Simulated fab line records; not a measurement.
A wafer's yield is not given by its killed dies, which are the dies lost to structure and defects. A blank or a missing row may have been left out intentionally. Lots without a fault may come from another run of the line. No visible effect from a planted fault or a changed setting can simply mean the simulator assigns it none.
One fault seen from 2 desks | flow gf180mcu | every desk sees just its own numbers, and what lay behind them comes last

METROLOGY DESK
Lot by lot, what the gauges showed, no matter which tool ran the lot: averages of those sampled wafers that carry a number. Any lot whose mean is over 4 standard deviations away from the usual mean is out of limits and marked OUT; that distance is given in the brackets.
Columns: A = STI_CVD_03_THK at GF_STI_THK_MEAS_04, usual 207.0 nm; B = DNWELL_TW at GF_DNWELL_TW_MEAS_09, usual 1344
lot  | first seen here | A     | B
L220 | day 1 13:40     | 209.1 | 1354
L221 | day 1 18:34     | 208.6 | 1351
L222 | day 1 23:34     | 206.4 | 1349
L223 | day 2 04:46     | 205.2 | 1357
L225 | day 2 14:37     | 208.4 | 1338
L226 | day 2 19:34     | 206.2 | 1343
L227 | day 3 01:02     | 206.5 | 1360
L228 | day 3 05:34     | 208.0 | 1327
L229 | day 3 11:14     | 205.3 | 1369
L234 | day 4 14:11     | 207.6 | 1337
L235 | day 4 18:07     | 207.6 | 1349
L238 | day 5 10:01     | 206.0 | 1346
Result from this desk: across the 12 lots, nothing is out of limits.

TOOL OWNER'S DESK, rieDiel-01
The tool's own readings at GF_STI_ETCH_13 (etches the open film in CHF3/O2, stops on Si, target depth 282.31 nm, time 112.9 s): means of the sampled wafers that have a number, for each lot that ran on this tool. Any lot whose mean is over 4 standard deviations away from the usual mean is out of limits and marked OUT; that distance is given in the brackets.
Columns: A = drypumpMotorCurrentA at GF_STI_ETCH_13, usual 5.7 A; B = oesProductAu at GF_STI_ETCH_13, usual 0.832 a.u.; C = runLengthS at GF_STI_ETCH_13, usual 140.9 s; D = throttleValvePct at GF_STI_ETCH_13, usual 8.810 %
lot  | first seen here | A   | B               | C               | D
L221 | day 2 05:49     | 5.4 | 0.832           | 141.0           | 8.810
L225 | day 3 03:04     | 5.3 | 0.837           | 141.0           | 8.808
L226 | day 3 08:13     | 5.3 | 0.832           | 140.7           | 8.813
L235 | day 5 08:01     | 5.4 | 0.920 (+15) OUT | 130.5 (-24) OUT | 8.841
L238 | day 6 00:37     | 5.3 | 0.917 (+14) OUT | 130.1 (-24) OUT | 8.831
This desk's verdict: out of limits on L235, L238, starting with L235 at day 5 08:01 (oesProductAu at GF_STI_ETCH_13). L221, L225, L226: within limits.

TAKEN TOGETHER
The tool owner's desk could have raised an alarm at day 5 08:01, on L235, L238.
Nothing out of limits was seen by the metrology desk.
The metrology desk has L235, L238 on record, within its limits.
All the named lots went through GF_STI_ETCH_13 on rieDiel-01.

WHAT THE SIMULATOR HAD PUT IN
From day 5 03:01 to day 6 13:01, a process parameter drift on rieDiel-01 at GF_STI_ETCH_13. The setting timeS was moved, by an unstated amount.
Shown lots that were struck: L235, L238.
How many hours passed from the start of the fault until each desk's first out-of-limits reading: the tool owner's desk, 5.
